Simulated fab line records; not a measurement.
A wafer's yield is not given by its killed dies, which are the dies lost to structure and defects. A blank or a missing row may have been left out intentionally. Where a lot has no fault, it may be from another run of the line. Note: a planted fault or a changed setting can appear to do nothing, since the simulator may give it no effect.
2 desks, one fault | flow gf180mcu | every desk sees just its own numbers, and what lay behind them comes last

## METROLOGY DESK
What the gauges read, lot by lot, whatever tool the lot ran on: means of the sampled wafers that have a number. If a lot's mean is further than 4 standard deviations from the usual mean, the lot is out of limits and carries the mark OUT (the distance appears in the brackets).
Columns: A = HV_LDD_01_OVL at GF_HV_LDD_OVL_MEAS_20, usual 1.7 nm
lot  | first seen here | A
L301 | day 10 14:33    | -1.7
L302 | day 10 20:50    | 0.3
L303 | day 11 07:39    | 1.6
L304 | day 11 09:51    | 1.9
L306 | day 12 06:14    | 1.1
L307 | day 12 14:26    | 3.4
L308 | day 12 19:43    | 4.1
L312 | day 14 07:24    | 1.0
L314 | day 14 14:46    | -0.4
L315 | day 15 05:47    | 1.7
L316 | day 15 21:37    | -0.1
L320 | day 16 18:26    | 0.3
L321 | day 17 05:02    | 0.4
L324 | day 17 22:38    | 0.4
Result from this desk: across the 14 lots, nothing is out of limits.

## DESK OF THE TOOL OWNER: pecvd-04
The tool's own readings at GF_SAB_CVD_00 (deposits SiO2 from TEOS, target thk 50 nm, time 4.9302 s): means of the sampled wafers that have a number, for each lot that ran on this tool. If a lot's mean is further than 4 standard deviations from the usual mean, the lot is out of limits and carries the mark OUT (the distance appears in the brackets).
Columns: A = heater-power-w at GF_SAB_CVD_00, usual 631 W; B = rf-fwd-power-W at GF_SAB_CVD_00, usual 588.2 W
lot  | first seen here | A   | B
L301 | day 14 01:02    | 617 | 586.7
L304 | day 15 00:40    | 626 | 590.3
L307 | day 16 06:49    | 659 | 589.5
L308 | day 16 13:51    | 615 | 587.5
L314 | day 18 15:20    | 630 | 652.4 (+26) OUT
L315 | day 19 06:38    | 596 | 620.3 (+13) OUT
Finding of this desk: L314, L315 out of limits; the first was L314 at day 18 15:20, on rf-fwd-power-W at GF_SAB_CVD_00. L301, L304, L307, L308: within limits.

## TAKEN TOGETHER
The tool owner's desk could have raised an alarm at day 18 15:20, on L314, L315.
At the metrology desk, nothing out of limits was observed.
The metrology desk holds a record of L314, L315, inside its limits.
Every lot named ran GF_SAB_CVD_00 on pecvd-04.

## WHAT THE SIMULATOR HAD PUT IN
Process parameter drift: pecvd-04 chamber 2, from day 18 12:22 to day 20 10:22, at GF_SAB_CVD_00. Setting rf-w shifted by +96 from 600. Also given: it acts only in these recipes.
Struck lots among those shown: L314, L315.
Hours from the fault's start to each desk's first reading out of limits: the tool owner's desk, 3.
